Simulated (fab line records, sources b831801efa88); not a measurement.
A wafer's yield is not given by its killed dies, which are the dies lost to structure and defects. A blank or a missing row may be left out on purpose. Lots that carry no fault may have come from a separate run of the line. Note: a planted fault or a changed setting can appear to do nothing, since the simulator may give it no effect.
Which tool did it?    flow gf180mcu    Sampling: 14 lots, 42 wafers, 4 of 602 route steps

== WHAT THE GAUGES SHOWED, per wafer ==
GF_STI_CD_MEAS_12: the cd target is 220 nm.
lot   measured     on         cd_nm (nm)
L318  day 2 16:18  cd_sem-01  219.2 219.1 220.5
L319  day 2 20:34  cd_sem-01  219.2 217.7 219.4
L321  day 3 08:16  cd_sem-02  221.3 221.3 221.6
L322  day 3 13:22  cd_sem-01  220.4 221.0 220.0
L323  day 3 18:18  cd_sem-02  216.9 217.7 216.9
L324  day 3 22:52  cd_sem-02  220.7 220.1 221.3
L325  day 4 04:19  cd_sem-01  222.9 224.4 224.1
L327  day 4 14:48  cd_sem-02  220.0 221.3 219.8
L328  day 4 19:57  cd_sem-02  220.9 220.1 220.9
L333  day 5 23:01  cd_sem-02  221.3 222.6 221.9
L334  day 6 04:12  cd_sem-01  218.2 217.9 217.4
L336  day 6 13:50  cd_sem-01  219.4 218.1 219.1
L337  day 6 19:44  cd_sem-01  220.8 220.2 221.2
L338  day 7 00:05  cd_sem-01  221.2 221.1 221.7

GF_HV_LDD_TW_MEAS_23.
lot   measured      on             HV_LDD_2_TW
L318  day 11 12:13  film_metro-03  1058 1053 1052
L319  day 11 21:37  film_metro-04  1038 1038 1033
L321  day 12 15:02  film_metro-04  1041 1047 1040
L322  day 13 01:59  film_metro-04  1038 1033 1036
L323  day 13 08:02  film_metro-04  1034 1036 1039
L324  day 13 13:08  film_metro-01  1043 1046 1042
L325  day 14 02:07  film_metro-03  1059 1059 1058
L327  day 15 04:41  film_metro-04  1031 1034 1036
L328  day 15 06:44  film_metro-03  1064 1061 1060
L333  day 16 17:01  film_metro-04  1041 1045 1046
L334  day 16 17:22  film_metro-04  1041 1042 1041
L336  day 17 07:40  film_metro-01  1044 1042 1048
L337  day 17 16:44  film_metro-04  1039 1042 1042
L338  day 17 23:29  film_metro-03  1049 1057 1050

GF_NSD_OVL_MEAS_08.
lot   measured      on          NSD_OVL (nm)
L318  day 14 05:16  overlay-01  -2.7 -2.1 -1.5
L319  day 14 14:04  overlay-01  0.7 -1.0 -1.6
L321  day 15 10:50  overlay-01  1.6 2.6 1.1
L322  day 15 21:25  overlay-01  -0.3 -0.2 -0.3
L323  day 16 03:04  overlay-01  -0.2 -0.3 -2.0
L324  day 16 08:35  overlay-02  -2.0 -1.4 -1.3
L325  day 16 23:22  overlay-02  0.5 1.3 -0.7
L327  day 18 04:23  overlay-01  -3.0 -2.7 -2.2
L328  day 18 07:13  overlay-01  -0.3 -0.4 0.9
L333  day 19 18:55  overlay-02  1.0 1.2 0.5
L334  day 19 19:13  overlay-02  -1.4 -1.5 0.9
L336  day 20 10:04  overlay-02  1.1 1.0 0.3
L337  day 20 20:40  overlay-02  0.8 -1.7 -0.4
L338  day 21 02:52  overlay-02  -2.5 -1.4 -2.7

== EACH LOT AND THE TOOL THAT RAN IT (in order: tool; ch and the chambers of the sampled wafers; start) ==
lot   GF_VT_IMPLANT_IMPLANT_08
L318  implanter-04 ch 0, day 6 07:42
L319  implanter-02 ch 0, day 6 13:30
L321  implanter-02 ch 0, day 7 02:57
L322  implanter-02 ch 0, day 7 14:19
L323  implanter-04 ch 0, day 7 14:33
L324  implanter-02 ch 0, day 7 21:48
L325  implanter-04 ch 0, day 8 08:35
L327  implanter-03 ch 0, day 9 04:22
L328  implanter-04 ch 0, day 9 05:14
L333  implanter-02 ch 0, day 10 09:20
L334  implanter-02 ch 0, day 10 11:26
L336  implanter-03 ch 0, day 10 21:21
L337  implanter-04 ch 0, day 11 05:02
L338  implanter-03 ch 0, day 11 11:56
- GF_VT_IMPLANT_IMPLANT_08

== AS READ BY THE TOOLS THEMSELVES (means over the sampled wafers that have a number; for cases with no such wafer, the mark the record gives instead) ==
GF_VT_IMPLANT_IMPLANT_08.
lot   tool          dose_ions_cm2  faraday_current_uA
L318  implanter-04  8.28e+12       46.8
L319  implanter-02  8.30e+12       47.1
L321  implanter-02  8.29e+12       46.8
L322  implanter-02  8.30e+12       46.1
L323  implanter-04  8.29e+12       46.6
L324  implanter-02  8.28e+12       46.8
L325  implanter-04  8.30e+12       46.8
L327  implanter-03  8.29e+12       46.4
L328  implanter-04  8.29e+12       47.2
L333  implanter-02  7.60e+12       42.7
L334  implanter-02  7.58e+12       43.7
L336  implanter-03  8.30e+12       46.7
L337  implanter-04  8.29e+12       47.0
L338  implanter-03  8.29e+12       47.5

== THE ANSWER, worked out from the rows above alone ==
Rule: the usual values come from the lots themselves. The widest of any qualifying gaps counts: lots, ordered by their means at a reading, are off when they make up no more than a third of the lots, leave a main group of 4 or more, and stand apart from it by 3 or more times the standard deviation of that group's means. Not used: any main group whose means are identical at the precision the tables above print for the reading. Also off: a lot with no number at a reading for which 4 or more lots have one. All remaining lots with rows at the step are treated as sound. Order of review: gauges by route order, followed by the tools' own readings, for which a lot's mean as printed above is used. At the first step where some lot is off, the reading lying furthest off is the one used; lots without a number count as furthest.
Off at GF_VT_IMPLANT_IMPLANT_08 (dose_ions_cm2): L333, L334. For the main group the mean is 8.29e+12 and the standard deviation 6.9e+09.
If a tool, at that step or one of the process steps before it, ran each lot that is off and ran no sound lot following the first of them, it fits. One candidate fits, namely implanter-02 at GF_VT_IMPLANT_IMPLANT_08. Its last sound lot is L324 (day 7 21:48), its first lot that is off L333 (day 10 09:20): a fault that began between those two fits.
The tool's own readings at GF_VT_IMPLANT_IMPLANT_08 bear it out: on the lots that are off they differ by more than 5 times the standard deviation of the sound lots' means. dose_ions_cm2 reads 7.59e+12 there against 8.29e+12 on the sound lots; faraday_current_uA reads 43.2 there against 46.8 on the sound lots.

== WHAT WAS PUT IN BY THE SIMULATOR ==
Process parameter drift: implanter-02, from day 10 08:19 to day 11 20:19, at GF_VT_IMPLANT_IMPLANT_08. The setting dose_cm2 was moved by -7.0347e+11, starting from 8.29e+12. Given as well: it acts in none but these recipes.
Shown lots that were struck: L333, L334. Same finding as the rule above.
